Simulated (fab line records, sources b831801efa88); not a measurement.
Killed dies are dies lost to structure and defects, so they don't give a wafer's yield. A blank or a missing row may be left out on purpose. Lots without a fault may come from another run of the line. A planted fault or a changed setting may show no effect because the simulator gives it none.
A struck lot beside a sound one | flow sky130 | 44 steps out of a route of 708
Sound: wafers L375.1, L375.3, L375.4. Struck: wafers L385.1, L385.2, L385.5. The cause comes at the end.
At each step with rows: each side's tool, then ch and its chambers, then its first start. Under that, the readings that differ: sound wafers | struck wafers | difference of the means | sigmas: that difference in standard deviations of wafers without a fault.
alike: readings whose means differ by less than 2 such deviations, and words and numbers that are the same on both sides. not compared: withheld readings, readings that some wafer has no value for, bounds like >300 that may hide the same value, and numbers for which the record gives no deviation and whose values overlap.
The two part at a step that has a row with sigmas, a row that says differs or no value, or rows on one side only. Numbers that don't overlap but have no deviation are shown without sigmas and don't part them. A reading that every wafer of one side lacks parts them only if that side has two wafers or more.

first, 3 steps without rows for these wafers: SKY_FIELD_ISO_CLEAN_20 (cleans in dHF, time 20 s); SKY_FIELD_ISO_WET_ETCH_21 (etches SiO2 in dHF, target depth 20 nm, time 400 s); SKY_FIELD_ISO_OXIDATION_22 (stabilise 600 s, purge 300 s, target thk 10 nm).
SKY_FIELD_ISO_THK_MEAS_23:
  sound on film_metro-04, day 3 01:52; struck on film_metro-01, day 5 02:13
  alike: FIELD_ISO_OXIDATION_01_THK
then, 1 step without rows for these wafers: SKY_FIELD_ISO_CVD_24 (deposits SiO2, target thk 595 nm, time 99.2 s).
SKY_FIELD_ISO_THK_MEAS_25:
  sound on film_metro-04, day 3 02:01; struck on film_metro-04, day 5 02:20
  alike: FIELD_ISO_CVD_24_THK
then, 1 step without rows for these wafers: SKY_FIELD_ISO_ANNEAL_26 (time 1800 s).
SKY_FIELD_ISO_CMP_27: polishes, stops on Si3N4, t overpolish 16 s, target thk 457.8 nm.
  sound on cmp-02 ch 0,2,3, day 3 04:23; struck on cmp-01 ch 1,2, day 5 03:54
  alike: motor_current_A, overpolish_run_s, time_to_endpoint_s
then, 4 steps without rows for these wafers: SKY_FIELD_ISO_WET_ETCH_28 (etches SiO2 in dHF, target depth 23.7 nm, time 47 s); SKY_FIELD_ISO_WET_ETCH_29 (etches Si3N4 in H3PO4, target depth 160 nm, time 1825 s); SKY_FIELD_ISO_WET_ETCH_30 (etches SiO2 in dHF, target depth 25 nm, time 50 s); SKY_NWELL_CLEAN_00 (cleans in SC1/SC2, time 150 s).
SKY_NWELL_OXIDATION_01: stabilise 600 s, purge 300 s, target thk 10 nm.
  sound on furnace-01 ch 0, day 3 06:16; struck on furnace-02 ch 0, day 5 04:49
  reading                                      | sound                | struck               | difference | sigmas
  spike_tc_bottom_C (C)                        | 923 924 924          | 894 893 893          | -30        | -8
  spike_tc_centre_C (C)                        | 899.2 900.0 897.8    | 875.6 875.5 874.3    | -23.9      | -24
  spike_tc_lower_C (C)                         | 898.7 900.7 898.3    | 875.2 876.2 876.7    | -23.2      | -21
  spike_tc_top_C (C)                           | 909.6 910.3 912.2    | 889.7 889.9 887.4    | -21.7      | -20
  spike_tc_upper_C (C)                         | 903.6 900.6 900.5    | 879.2 877.5 876.0    | -24.0      | -22
  tube_center_temp_C (C)                       | 899.78 900.04 899.92 | 876.47 876.67 876.57 | -23.34     | -99 or more
  tube_center_temp_C_max                       | 901.9 902.5 902.1    | 878.2 878.8 878.5    | -23.7      | -62
  model.SiO2_of_NWELL_OXIDATION_01.thk_nm (nm) | 10.14 10.15 10.25    | 7.265 7.433 7.461    | -2.794     |
SKY_NWELL_THK_MEAS_02:
  sound on film_metro-03, day 3 07:40; struck on film_metro-02, day 5 06:12
  reading                  | sound             | struck         | difference | sigmas
  NWELL_OXIDATION_THK (nm) | 10.15 10.15 10.25 | 7.29 7.45 7.51 | -2.77      | -15
then, 8 steps without rows for these wafers: SKY_DNWELL_DEHYDRATE_00 (time 60 s); SKY_DNWELL_HMDS_01 (prime time 60 s); SKY_DNWELL_COAT_02 (resist thk 3000 nm); SKY_DNWELL_SOFTBAKE_03; SKY_DNWELL_EXPOSE_04 (exposes mask DNM, target cd 3000 nm); SKY_DNWELL_PEB_05; SKY_DNWELL_DEVELOP_06 (develop time 60 s); SKY_DNWELL_IMPLANT_07.
SKY_DNWELL_STRIP_08: strips in O2/N2.
  sound on plasma_asher-02 ch 0,1, day 4 00:02; struck on plasma_asher-01 ch 0,1, day 6 00:26
  alike: drypump_motor_current_A, oes_product_au, strip_time_to_endpoint_s
  not compared: rf_hours_counter_h
SKY_DNWELL_TW_MEAS_09:
  sound on film_metro-03, day 4 00:08; struck on film_metro-03, day 6 00:32
  alike: DNWELL_TW
then, 7 steps without rows for these wafers: SKY_PWDE_DEHYDRATE_00 (time 60 s); SKY_PWDE_HMDS_01 (prime time 60 s); SKY_PWDE_COAT_02 (resist thk 3000 nm); SKY_PWDE_SOFTBAKE_03; SKY_PWDE_EXPOSE_04 (exposes mask PWDEM, target cd 840 nm); SKY_PWDE_PEB_05; SKY_PWDE_DEVELOP_06 (develop time 60 s).
SKY_PWDE_OVL_MEAS_07:
  sound on overlay-01, day 4 16:28; struck on overlay-01, day 6 19:10
  alike: PWDE_OVL
then, 1 step without rows for these wafers: SKY_PWDE_IMPLANT_08.
SKY_PWDE_STRIP_09: strips in O2/N2.
  sound on plasma_asher-03 ch 0,1, day 4 16:40; struck on plasma_asher-03 ch 0,1, day 6 19:22
  alike: drypump_motor_current_A, oes_product_au, strip_time_to_endpoint_s
  not compared: rf_hours_counter_h
SKY_PWDE_TW_MEAS_10:
  sound on film_metro-03, day 4 16:46; struck on film_metro-01, day 6 19:28
  alike: PWDE_TW
then, 7 steps without rows for these wafers: SKY_NWELL_DEHYDRATE_03 (time 60 s); SKY_NWELL_HMDS_04 (prime time 60 s); SKY_NWELL_COAT_05 (resist thk 3000 nm); SKY_NWELL_SOFTBAKE_06; SKY_NWELL_EXPOSE_07 (exposes mask NWM, target cd 840 nm); SKY_NWELL_PEB_08; SKY_NWELL_DEVELOP_09 (develop time 60 s).
-- the record jumps here: 10 days lie between the struck wafers' starts before and after (it left off in module NWELL and takes up again in module SONOS_ONO, whose first step shown is number 183 of the route) --
SKY_SONOS_ONO_ETCH_15: etches the open film in CHF3/O2, target depth 19.52 nm, time 7.8 s.
  sound on rie_diel-04 ch 0,2,3, day 14 01:19; struck on rie_diel-02 ch 0,1,3, day 17 02:44
  reading                                      | sound             | struck           | difference | sigmas
  model.SiO2_of_NWELL_OXIDATION_01.thk_nm (nm) | 5.508 5.622 5.784 | 2.677 2.829 2.87 | -2.846     |
  alike: drypump_motor_current_A, oes_product_au, throttle_valve_pct
  not compared: rf_hours_counter_h
-- the record jumps here: 32 days lie between the struck wafers' starts before and after (it left off in module SONOS_ONO and takes up again in module PAD_OPEN, whose first step shown is number 708 of the route) --
SKY_PAD_OPEN_PROBE_99:
  sound on prober-02, day 47 02:29; struck on prober-01, day 49 03:41
  reading                                   | sound                   | struck                  | difference | sigmas
  model.etest.pfet_01v8_mvt.drive_ua_um     | 156.1 155 154.5         | 157.5 159.9 160         | +3.9       |
  model.etest.pfet_g5v0d10v5.off_log10_a_um | -12.52 -12.77 -12.6     | -11.91 -11.59 -11.66    | +0.91      |
  model.etest.pfet_01v8_mvt.vt_sat_v (V)    | -0.5163 -0.5268 -0.5306 | -0.5149 -0.5029 -0.5014 | +0.0182    |
  model.etest.pfet_01v8_mvt.vt_v (V)        | -0.613 -0.6179 -0.6187  | -0.6077 -0.5985 -0.5927 | +0.0169    |
  model.etest.pfet_g5v0d10v5.vt_sat_v (V)   | -0.6382 -0.6675 -0.6353 | -0.5777 -0.5537 -0.5647 | +0.0816    |
  model.etest.pfet_01v8_mvt.vt_long_v (V)   | -0.8307 -0.8317 -0.8304 | -0.8216 -0.8155 -0.8122 | +0.0145    |
  model.etest.pfet_16v.vt_v (V)             | -1.103 -1.105 -1.101    | -1.053 -1.043 -1.042    | +0.057     |
  alike: killed_at_M0_to_M3, killed_at_M4_up, killed_at_contacts, killed_at_front_end, killed_at_other, killed_dies, killed_open, killed_short
  not compared: model.etest.pfet_01v8_mvt.off_log10_a_um

WHERE THEY PART
First at SKY_NWELL_OXIDATION_01; last, within this record, at SKY_NWELL_THK_MEAS_02. Later steps at which nothing parts them and some readings are alike: SKY_DNWELL_STRIP_08, SKY_DNWELL_TW_MEAS_09, SKY_PWDE_OVL_MEAS_07, SKY_PWDE_STRIP_09, SKY_PWDE_TW_MEAS_10, SKY_SONOS_ONO_ETCH_15, SKY_PAD_OPEN_PROBE_99.

WHY: what the simulator had put in
Process parameter drift: furnace-02, from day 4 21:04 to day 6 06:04, at SKY_NWELL_OXIDATION_01. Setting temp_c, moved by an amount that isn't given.
